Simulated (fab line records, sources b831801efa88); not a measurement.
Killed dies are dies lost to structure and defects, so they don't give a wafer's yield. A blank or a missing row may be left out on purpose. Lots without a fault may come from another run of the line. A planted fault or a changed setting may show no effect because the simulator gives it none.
fab line records | flow gf180mcu | part 1 of 2: steps 1 to 33 of 45
record lots=5 wafers=15 last_day=33
route steps=602 shown NWELL@46 LVPWELL@54 MVSD@66 MVPSD@78 VT_IMPLANT@90
lots that met no fault: from a run of the same line without faults
start_h: hours from the record's first day to the start of the lot's first wafer shown | wait_h: hours since the lot's step before | " the same as in the row above | L1.1+2: a row that stands for several wafers | - no value, or no start given | * or withheld: withheld | < > ~ a bound
route shown NAME@n: a module of which the file shows steps, and the number in the route of the first | usual: mean/standard deviation of fault-free wafers | same: alike in all rows | chamber/n: place in a boat | sites: the reading at each site | _std_site: their standard deviation | _edge_site: outer sites' mean less inner sites' | radius_mm: how far each site lies from the wafer's centre | mask NAME#n: copy n | behind: the tool/chamber that last shaped the wafer | hold: why the lot was held/for how many hours/how that ended | device: the transistor (n, p or np) that didn't switch | end of line: the same wafers' tests at the end of the route | a step without rows: its recipe alone | killed: dies lost to structure and defects at the first sort, not the wafer's yield | map: a wafer's dies, x killed, . not, _ none there
set.NAME: the setting as run; set.NAME@STEP: as run at that earlier step | model.NAME: the simulator's own value behind a step, which no gauge read
lots at some steps of the route; a table a step, a row a wafer
services: from which hour (start_h, from the record's first day; less than 0 if before it) a tool's chamber was out of use, for how many hours, and why
## steps
# step GF_NWELL_EXPOSE_04
# recipe mask_id=Nwell target_cd_nm=860 na=0.6 source_shape=conventional sigma_outer=0.6 dose_mj=260
# usual reticle_temp_C=22.99/0.11
# same na=0.6
# columns lot.wafer tool chamber start_h wait_h mask reticle_temp_C
L075.1 iline_stepper-01 0 - - Nwell#0 22.95
L075.2 " 0 " " Nwell#0 23.05
L075.6 " 0 " " Nwell#0 22.99
L077.2 iline_stepper-02 0 - - Nwell#0 23.01
L077.4 " 0 " " Nwell#0 23.11
L077.5 " 0 " " Nwell#0 23.07
L083.1 iline_stepper-02 0 - - Nwell#0 23.11
L083.3 " 0 " " Nwell#0 22.94
L083.6 " 0 " " Nwell#0 22.93
L090.1 iline_stepper-02 0 - - Nwell#0 23.07
L090.3 " 0 " " Nwell#0 23.06
L090.6 " 0 " " Nwell#0 23.13
L092.1 iline_stepper-02 0 - - Nwell#0 22.93
L092.2 " 0 " " Nwell#0 22.97
L092.6 " 0 " " Nwell#0 22.94
# step GF_NWELL_PEB_05
# recipe temp_c=115 time_s=withheld
# columns lot.wafer tool chamber start_h wait_h
L075.1+2+6 litho_track-04 0 - -
L077.2+4+5 litho_track-03 0 - -
L083.1+3+6 litho_track-03 0 - -
L090.1+3+6 litho_track-04 0 - -
L092.1+2+6 litho_track-03 0 - -
# step GF_NWELL_DEVELOP_06
# recipe wall_angle_deg=90 develop_time_s=60 dev_temp_c=23
# columns lot.wafer tool chamber start_h wait_h
L075.1+2+6 litho_track-04 0 - -
L077.2+4+5 litho_track-03 0 - -
L083.1+3+6 litho_track-03 0 - -
L090.1+3+6 litho_track-04 0 - -
L092.1+2+6 litho_track-03 0 - -
# step GF_NWELL_OVL_MEAS_07
# usual NWELL_OVL=1.2/1.7
# columns lot.wafer tool chamber start_h wait_h NWELL_OVL[nm]
L075.1 overlay-02 - 61.18 - 1.4
L075.2 " - " " 2.7
L075.6 " - " " 3.2
L077.2 overlay-01 - 73.67 - 1.3
L077.4 " - " " 2.0
L077.5 " - " " 1.9
L083.1 overlay-01 - 104.41 - 3.1
L083.3 " - " " 2.1
L083.6 " - " " 3.4
L090.1 overlay-02 - 143.47 - 0.9
L090.3 " - " " 1.2
L090.6 " - " " 0.2
L092.1 overlay-02 - 156.81 - 0.1
L092.2 " - " " 0.0
L092.6 " - " " 1.2
# step GF_NWELL_IMPLANT_08
# recipe species=P energy_kev=450 dose_cm2=1.5e+13 tilt_deg=0
# columns lot.wafer tool chamber start_h wait_h
L075.1+2+6 implanter-04 0 61.21 0.0
L077.2+4+5 implanter-04 0 73.72 0.0
L083.1+3+6 implanter-02 0 104.45 0.0
L090.1+3+6 implanter-03 0 143.51 0.0
L092.1+2+6 implanter-04 0 156.85 0.0
# step GF_NWELL_IMPLANT_09
# recipe species=P energy_kev=160 dose_cm2=4e+12 tilt_deg=0
# columns lot.wafer tool chamber start_h wait_h
L075.1+2+6 implanter-04 0 61.36 0.1
L077.2+4+5 implanter-04 0 73.87 0.1
L083.1+3+6 implanter-02 0 104.60 0.1
L090.1+3+6 implanter-03 0 143.66 0.1
L092.1+2+6 implanter-04 0 157.00 0.1
# step GF_NWELL_STRIP_10
# recipe chemistry=O2/N2 power_w=1400 pressure_mtorr=1500 platen_temp_c=250 o2_flow_sccm=3000 n2_flow_sccm=300 overash_fraction=0.5
# usual drypump_motor_current_A=5.89/0.29 heater_power_w=305/22 n2_flow_sccm=300.1/0.88 oes_product_au=0.722/0.0047 strip_time_to_endpoint_s=36.99/0.094
# columns lot.wafer tool chamber start_h wait_h drypump_motor_current_A heater_power_w n2_flow_sccm oes_product_au rf_hours_counter_h strip_time_to_endpoint_s
L075.1 plasma_asher-04 0 61.51 0.1 6.06 344 301.5 0.733 42 36.91
L075.2 " 1 " " 5.48 282 300.2 0.719 42 36.94
L075.6 " 0 " " 6.08 342 301.9 0.721 - 36.90
L077.2 plasma_asher-04 0 74.00 0.1 6.08 335 300.6 0.718 43 36.77
L077.4 " 1 " " 5.51 293 300.0 0.729 - 36.94
L077.5 " 0 " " 6.09 337 301.0 0.727 - 36.79
L083.1 plasma_asher-03 1 104.75 0.1 5.85 299 302.4 0.723 48 36.97
L083.3 " 0 " " 5.77 282 299.7 0.725 - 36.95
L083.6 " 1 " " 5.86 296 300.4 0.729 - 36.90
L090.1 plasma_asher-04 1 143.81 0.1 5.49 285 301.6 0.719 50 37.15
L090.3 " 0 " " 6.08 335 299.8 0.715 - 37.04
L090.6 " 1 " " 5.46 296 301.6 0.723 - 37.23
L092.1 plasma_asher-03 0 157.15 0.1 5.74 279 300.4 0.725 5 37.02
L092.2 " 1 " " 5.86 294 298.5 0.716 5 36.99
L092.6 " 1 " " 5.87 290 300.0 0.715 - 36.86
# step GF_NWELL_TW_MEAS_11
# usual NWELL_TW=1580/8
# columns lot.wafer tool chamber start_h wait_h NWELL_TW
L075.1 film_metro-02 - 61.61 0.1 1584
L075.2 " - " " 1582
L075.6 " - " " 1589
L077.2 film_metro-04 - 74.11 0.1 1592
L077.4 " - " " 1592
L077.5 " - " " 1594
L083.1 film_metro-01 - 104.85 0.1 1575
L083.3 " - " " 1572
L083.6 " - " " 1565
L090.1 film_metro-04 - 143.91 0.1 1579
L090.3 " - " " 1579
L090.6 " - " " 1579
L092.1 film_metro-02 - 157.25 0.1 1578
L092.2 " - " " 1577
L092.6 " - " " 1580
# step GF_LVPWELL_DEHYDRATE_00
# recipe temp_c=200 time_s=60
# columns lot.wafer tool chamber start_h wait_h
L075.1+2+6 litho_track-01 0 67.22 5.6
L077.2+4+5 litho_track-02 0 80.43 6.3
L083.1+3+6 litho_track-04 0 111.37 6.5
L090.1+3+6 litho_track-02 0 151.46 7.5
L092.1+2+6 litho_track-01 0 164.57 7.3
# step GF_LVPWELL_HMDS_01
# recipe prime_time_s=60 prime_temp_c=120
# same prime_time_s=60
# columns lot.wafer tool chamber start_h wait_h
L075.1+2+6 litho_track-01 0 67.37 0.1
L077.2+4+5 litho_track-02 0 80.58 0.1
L083.1+3+6 litho_track-04 0 111.52 0.1
L090.1+3+6 litho_track-02 0 151.61 0.1
L092.1+2+6 litho_track-01 0 164.72 0.1
# step GF_LVPWELL_COAT_02
# recipe spin_rpm=2000 resist_thk_nm=3000
# usual spin_speed_rpm=2000.1/1.3
# columns lot.wafer tool chamber start_h wait_h spin_speed_rpm
L075.1 litho_track-01 0 67.52 0.1 2001.4
L075.2 " 0 " " 1998.7
L075.6 " 0 " " 1996.2
L077.2 litho_track-02 0 80.73 0.1 2001.4
L077.4 " 0 " " 2001.4
L077.5 " 0 " " 2000.9
L083.1 litho_track-04 0 111.67 0.1 2000.3
L083.3 " 0 " " 2000.3
L083.6 " 0 " " 2000.0
L090.1 litho_track-02 0 151.76 0.1 1998.8
L090.3 " 0 " " 1999.2
L090.6 " 0 " " 1999.5
L092.1 litho_track-01 0 164.87 0.1 2001.6
L092.2 " 0 " " 2000.2
L092.6 " 0 " " 2000.9
# step GF_LVPWELL_SOFTBAKE_03
# recipe temp_c=110 time_s=withheld
# columns lot.wafer tool chamber start_h wait_h
L075.1+2+6 litho_track-01 0 67.67 0.1
L077.2+4+5 litho_track-02 0 80.89 0.1
L083.1+3+6 litho_track-04 0 111.82 0.1
L090.1+3+6 litho_track-02 0 151.91 0.1
L092.1+2+6 litho_track-01 0 165.02 0.1
# step GF_LVPWELL_EXPOSE_04
# recipe mask_id=LVPWELL target_cd_nm=600 na=0.6 source_shape=conventional sigma_outer=0.6 dose_mj=260
# usual reticle_temp_C=22.98/0.13
# same na=0.6
# columns lot.wafer tool chamber start_h wait_h mask reticle_temp_C
L075.1 iline_stepper-02 0 - - LVPWELL#0 22.90
L075.2 " 0 " " LVPWELL#0 22.97
L075.6 " 0 " " LVPWELL#0 23.06
L077.2 iline_stepper-01 0 - - LVPWELL#0 22.91
L077.4 " 0 " " LVPWELL#0 22.90
L077.5 " 0 " " LVPWELL#0 23.11
L083.1 iline_stepper-02 0 - - LVPWELL#0 22.91
L083.3 " 0 " " LVPWELL#0 22.89
L083.6 " 0 " " LVPWELL#0 22.96
L090.1 iline_stepper-01 0 - - LVPWELL#0 22.94
L090.3 " 0 " " LVPWELL#0 23.04
L090.6 " 0 " " LVPWELL#0 22.92
L092.1 iline_stepper-01 0 - - LVPWELL#0 23.05
L092.2 " 0 " " LVPWELL#0 23.11
L092.6 " 0 " " LVPWELL#0 22.97
# step GF_LVPWELL_PEB_05
# recipe temp_c=115 time_s=withheld
# columns lot.wafer tool chamber start_h wait_h
L075.1+2+6 litho_track-01 0 - -
L077.2+4+5 litho_track-02 0 - -
L083.1+3+6 litho_track-02 0 - -
L090.1+3+6 litho_track-01 0 - -
L092.1+2+6 litho_track-02 0 - -
# step GF_LVPWELL_DEVELOP_06
# recipe wall_angle_deg=90 develop_time_s=60 dev_temp_c=23
# columns lot.wafer tool chamber start_h wait_h
L075.1+2+6 litho_track-01 0 - -
L077.2+4+5 litho_track-02 0 - -
L083.1+3+6 litho_track-02 0 - -
L090.1+3+6 litho_track-01 0 - -
L092.1+2+6 litho_track-02 0 - -
# step GF_LVPWELL_OVL_MEAS_07
# usual LVPWELL_OVL=0.4/1.3
# columns lot.wafer tool chamber start_h wait_h LVPWELL_OVL[nm]
L075.1 overlay-01 - 74.62 - 0.2
L075.2 " - " " 2.3
L075.6 " - " " 1.0
L077.2 overlay-01 - 87.61 - -0.2
L077.4 " - " " -2.2
L077.5 " - " " 0.3
L083.1 overlay-02 - 119.26 - 0.2
L083.3 " - " " -1.7
L083.6 " - " " 0.5
L090.1 overlay-02 - 159.67 - 1.0
L090.3 " - " " 1.5
L090.6 " - " " 1.6
L092.1 overlay-02 - 173.50 - 1.6
L092.2 " - " " 1.7
L092.6 " - " " 2.5
# step GF_LVPWELL_IMPLANT_08
# recipe species=B energy_kev=170 dose_cm2=1.5e+13 tilt_deg=0
# columns lot.wafer tool chamber start_h wait_h
L075.1+2+6 implanter-01 0 74.66 0.0
L077.2+4+5 implanter-02 0 87.67 0.0
L083.1+3+6 implanter-03 0 119.29 0.0
L090.1+3+6 implanter-02 0 159.70 0.0
L092.1+2+6 implanter-01 0 173.54 0.0
# step GF_LVPWELL_IMPLANT_09
# recipe species=B energy_kev=60 dose_cm2=5e+12 tilt_deg=0
# columns lot.wafer tool chamber start_h wait_h
L075.1+2+6 implanter-01 0 74.81 0.1
L077.2+4+5 implanter-02 0 87.82 0.1
L083.1+3+6 implanter-03 0 119.44 0.1
L090.1+3+6 implanter-02 0 159.85 0.1
L092.1+2+6 implanter-01 0 173.69 0.1
# step GF_LVPWELL_STRIP_10
# recipe chemistry=O2/N2 power_w=1400 pressure_mtorr=1500 platen_temp_c=250 o2_flow_sccm=3000 n2_flow_sccm=300 overash_fraction=0.5
# usual drypump_motor_current_A=5.83/0.23 heater_power_w=307/22 n2_flow_sccm=299.9/0.94 oes_product_au=0.722/0.0046 strip_time_to_endpoint_s=37.01/0.095
# columns lot.wafer tool chamber start_h wait_h drypump_motor_current_A heater_power_w n2_flow_sccm oes_product_au rf_hours_counter_h strip_time_to_endpoint_s
L075.1 plasma_asher-04 0 74.96 0.1 6.07 344 301.1 0.719 43 37.15
L075.2 " 1 " " 5.50 291 300.9 0.723 43 37.02
L075.6 " 1 " " 5.50 292 300.5 0.725 - 37.04
L077.2 plasma_asher-01 1 87.94 0.1 6.10 320 298.7 0.726 41 36.91
L077.4 " 0 " " 5.70 315 298.3 0.724 - 37.02
L077.5 " 1 " " 6.12 319 298.9 0.719 - 36.92
L083.1 plasma_asher-04 0 119.59 0.1 6.08 342 300.0 0.721 48 37.07
L083.3 " 0 " " 6.07 338 300.8 0.717 - 36.91
L083.6 " 0 " " 6.05 333 300.1 0.718 - 37.01
L090.1 plasma_asher-04 0 160.00 0.1 6.04 337 301.3 0.724 52 37.13
L090.3 " 0 " " 6.05 350 300.4 0.718 - 37.18
L090.6 " 1 " " 5.47 284 298.7 0.720 - 37.04
L092.1 plasma_asher-03 1 173.84 0.1 5.85 297 299.6 0.730 7 37.07
L092.2 " 0 " " 5.75 284 300.4 0.726 7 37.02
L092.6 " 1 " " 5.85 296 299.3 0.717 - 36.99
# step GF_LVPWELL_TW_MEAS_11
# usual LVPWELL_TW=561.9/2.7
# columns lot.wafer tool chamber start_h wait_h LVPWELL_TW
L075.1 film_metro-04 - 75.06 0.1 565.3
L075.2 " - " " 565.3
L075.6 " - " " 571.0
L077.2 film_metro-01 - 88.05 0.1 557.3
L077.4 " - " " 560.7
L077.5 " - " " 563.9
L083.1 film_metro-01 - 119.69 0.1 560.6
L083.3 " - " " 559.8
L083.6 " - " " 559.6
L090.1 film_metro-02 - 160.10 0.1 558.7
L090.3 " - " " 554.7
L090.6 " - " " 558.1
L092.1 film_metro-02 - 173.94 0.1 562.2
L092.2 " - " " 562.5
L092.6 " - " " 562.2
# step GF_MVSD_DEHYDRATE_00
# recipe temp_c=200 time_s=60
# columns lot.wafer tool chamber start_h wait_h
L075.1+2+6 litho_track-03 0 81.41 6.3
L077.2+4+5 litho_track-03 0 94.54 6.5
L083.1+3+6 litho_track-03 0 126.86 7.2
L090.1+3+6 litho_track-03 0 167.71 7.6
L092.1+2+6 litho_track-02 0 181.45 7.5
# step GF_MVSD_HMDS_01
# recipe prime_time_s=60 prime_temp_c=120
# same prime_time_s=60
# columns lot.wafer tool chamber start_h wait_h
L075.1+2+6 litho_track-03 0 81.56 0.1
L077.2+4+5 litho_track-03 0 94.69 0.1
L083.1+3+6 litho_track-03 0 127.01 0.1
L090.1+3+6 litho_track-03 0 167.86 0.1
L092.1+2+6 litho_track-02 0 181.60 0.1
# step GF_MVSD_COAT_02
# recipe spin_rpm=2000 resist_thk_nm=3000
# usual spin_speed_rpm=2000.0/1.2
# columns lot.wafer tool chamber start_h wait_h spin_speed_rpm
L075.1 litho_track-03 0 81.71 0.1 1998.9
L075.2 " 0 " " 2000.5
L075.6 " 0 " " 2000.1
L077.2 litho_track-03 0 94.84 0.1 2000.3
L077.4 " 0 " " 1999.2
L077.5 " 0 " " 2000.8
L083.1 litho_track-03 0 127.16 0.1 1998.4
L083.3 " 0 " " 1999.0
L083.6 " 0 " " 2002.1
L090.1 litho_track-03 0 168.01 0.1 2001.2
L090.3 " 0 " " 1999.6
L090.6 " 0 " " 1999.8
L092.1 litho_track-02 0 181.75 0.1 2000.3
L092.2 " 0 " " 1999.5
L092.6 " 0 " " 1999.7
# step GF_MVSD_SOFTBAKE_03
# recipe temp_c=110 time_s=withheld
# columns lot.wafer tool chamber start_h wait_h
L075.1+2+6 litho_track-03 0 81.86 0.1
L077.2+4+5 litho_track-03 0 94.99 0.1
L083.1+3+6 litho_track-03 0 127.31 0.1
L090.1+3+6 litho_track-03 0 168.16 0.1
L092.1+2+6 litho_track-02 0 181.90 0.1
# step GF_MVSD_EXPOSE_04
# recipe mask_id=MVSD target_cd_nm=1000 na=0.6 source_shape=conventional sigma_outer=0.6 dose_mj=260
# usual reticle_temp_C=22.99/0.11
# same na=0.6
# columns lot.wafer tool chamber start_h wait_h mask reticle_temp_C
L075.1 iline_stepper-02 0 - - MVSD#0 22.94
L075.2 " 0 " " MVSD#0 23.01
L075.6 " 0 " " MVSD#0 22.92
L077.2 iline_stepper-02 0 - - MVSD#0 22.91
L077.4 " 0 " " MVSD#0 22.83
L077.5 " 0 " " MVSD#0 22.97
L083.1 iline_stepper-02 0 - - MVSD#0 23.13
L083.3 " 0 " " MVSD#0 23.04
L083.6 " 0 " " MVSD#0 23.10
L090.1 iline_stepper-01 0 - - MVSD#0 23.04
L090.3 " 0 " " MVSD#0 23.01
L090.6 " 0 " " MVSD#0 22.98
L092.1 iline_stepper-01 0 - - MVSD#0 22.86
L092.2 " 0 " " MVSD#0 22.96
L092.6 " 0 " " MVSD#0 22.97
# step GF_MVSD_PEB_05
# recipe temp_c=115 time_s=withheld
# columns lot.wafer tool chamber start_h wait_h
L075.1+2+6 litho_track-02 0 - -
L077.2+4+5 litho_track-04 0 - -
L083.1+3+6 litho_track-02 0 - -
L090.1+3+6 litho_track-02 0 - -
L092.1+2+6 litho_track-02 0 - -
# step GF_MVSD_DEVELOP_06
# recipe wall_angle_deg=90 develop_time_s=60 dev_temp_c=23
# columns lot.wafer tool chamber start_h wait_h
L075.1+2+6 litho_track-02 0 - -
L077.2+4+5 litho_track-04 0 - -
L083.1+3+6 litho_track-02 0 - -
L090.1+3+6 litho_track-02 0 - -
L092.1+2+6 litho_track-02 0 - -
# step GF_MVSD_OVL_MEAS_07
# usual MVSD_OVL=1.9/1.8
# columns lot.wafer tool chamber start_h wait_h MVSD_OVL[nm]
L075.1 overlay-02 - 88.86 - 2.6
L075.2 " - " " 3.6
L075.6 " - " " 2.3
L077.2 overlay-01 - 101.68 - -1.1
L077.4 " - " " 1.1
L077.5 " - " " -0.3
L083.1 overlay-01 - 134.51 - 1.1
L083.3 " - " " -1.0
L083.6 " - " " 0.3
L090.1 overlay-01 - 177.00 - 3.7
L090.3 " - " " 2.0
L090.6 " - " " 1.4
L092.1 overlay-01 - 189.90 - 1.3
L092.2 " - " " -0.5
L092.6 " - " " 2.9
# step GF_MVSD_IMPLANT_08
# recipe species=P energy_kev=400 dose_cm2=1.6e+13 tilt_deg=0
# columns lot.wafer tool chamber start_h wait_h
L075.1+2+6 implanter-04 0 88.89 0.0
L077.2+4+5 implanter-01 0 101.74 0.0
L083.1+3+6 implanter-03 0 134.54 0.0
L090.1+3+6 implanter-01 0 177.04 0.0
L092.1+2+6 implanter-03 0 189.94 0.0
# step GF_MVSD_IMPLANT_09
# recipe species=P energy_kev=100 dose_cm2=5e+12 tilt_deg=0
# columns lot.wafer tool chamber start_h wait_h
L075.1+2+6 implanter-04 0 89.04 0.1
L077.2+4+5 implanter-01 0 101.89 0.1
L083.1+3+6 implanter-03 0 134.69 0.1
L090.1+3+6 implanter-01 0 177.19 0.1
L092.1+2+6 implanter-03 0 190.09 0.1
# step GF_MVSD_STRIP_10
# recipe chemistry=O2/N2 power_w=1400 pressure_mtorr=1500 platen_temp_c=250 o2_flow_sccm=3000 n2_flow_sccm=300 overash_fraction=0.5
# usual drypump_motor_current_A=5.9/0.32 heater_power_w=316/16 n2_flow_sccm=300.1/0.96 oes_product_au=0.723/0.0041 strip_time_to_endpoint_s=37.01/0.086
# columns lot.wafer tool chamber start_h wait_h drypump_motor_current_A heater_power_w n2_flow_sccm oes_product_au rf_hours_counter_h strip_time_to_endpoint_s
L075.1 plasma_asher-04 1 89.19 0.1 5.5 282 300.0 0.723 44 36.95
L075.2 " 0 " " 6.1 334 299.8 0.720 44 37.07
L075.6 " 0 " " 6.1 342 299.1 0.713 - 37.11
L077.2 plasma_asher-02 1 102.01 0.1 5.7 310 301.3 0.724 28 37.03
L077.4 " 1 " " 5.7 317 302.0 0.716 - 37.20
L077.5 " 0 " " 6.4 335 298.5 0.722 - 37.06
L083.1 plasma_asher-02 0 134.84 0.1 6.5 315 299.7 0.726 32 37.23
L083.3 " 0 " " 6.5 335 300.1 0.732 - 37.07
L083.6 " 0 " " 6.4 339 299.4 0.730 - 37.11
L090.1 plasma_asher-04 0 177.34 0.1 6.1 338 301.3 0.733 54 37.02
L090.3 " 0 " " 6.1 340 301.5 0.719 - 36.95
L090.6 " 1 " " 5.5 291 301.0 0.727 - 36.91
L092.1 plasma_asher-01 0 190.24 0.1 5.7 313 299.6 0.719 50 37.02
L092.2 " 1 " " 6.1 318 299.5 0.722 50 37.04
L092.6 " 0 " " 5.7 309 300.8 0.719 - 36.98
# step GF_MVSD_TW_MEAS_11
# usual MVSD_TW=1588/7.2
# columns lot.wafer tool chamber start_h wait_h MVSD_TW
L075.1 film_metro-01 - 89.29 0.1 1589
L075.2 " - " " 1587
L075.6 " - " " 1583
L077.2 film_metro-01 - 102.12 0.1 1580
L077.4 " - " " 1577
L077.5 " - " " 1576
L083.1 film_metro-01 - 134.94 0.1 1585
L083.3 " - " " 1593
L083.6 " - " " 1589
L090.1 film_metro-04 - 177.44 0.1 1589
L090.3 " - " " 1592
L090.6 " - " " 1590
L092.1 film_metro-02 - 190.34 0.1 1590
L092.2 " - " " 1594
L092.6 " - " " 1599
# step GF_MVPSD_DEHYDRATE_00
# recipe temp_c=200 time_s=60
# columns lot.wafer tool chamber start_h wait_h
L075.1+2+6 litho_track-03 0 95.76 6.5
L077.2+4+5 litho_track-02 0 108.98 6.9
L083.1+3+6 litho_track-03 0 142.21 7.3
L090.1+3+6 litho_track-02 0 184.65 7.2
L092.1+2+6 litho_track-03 0 197.56 7.2
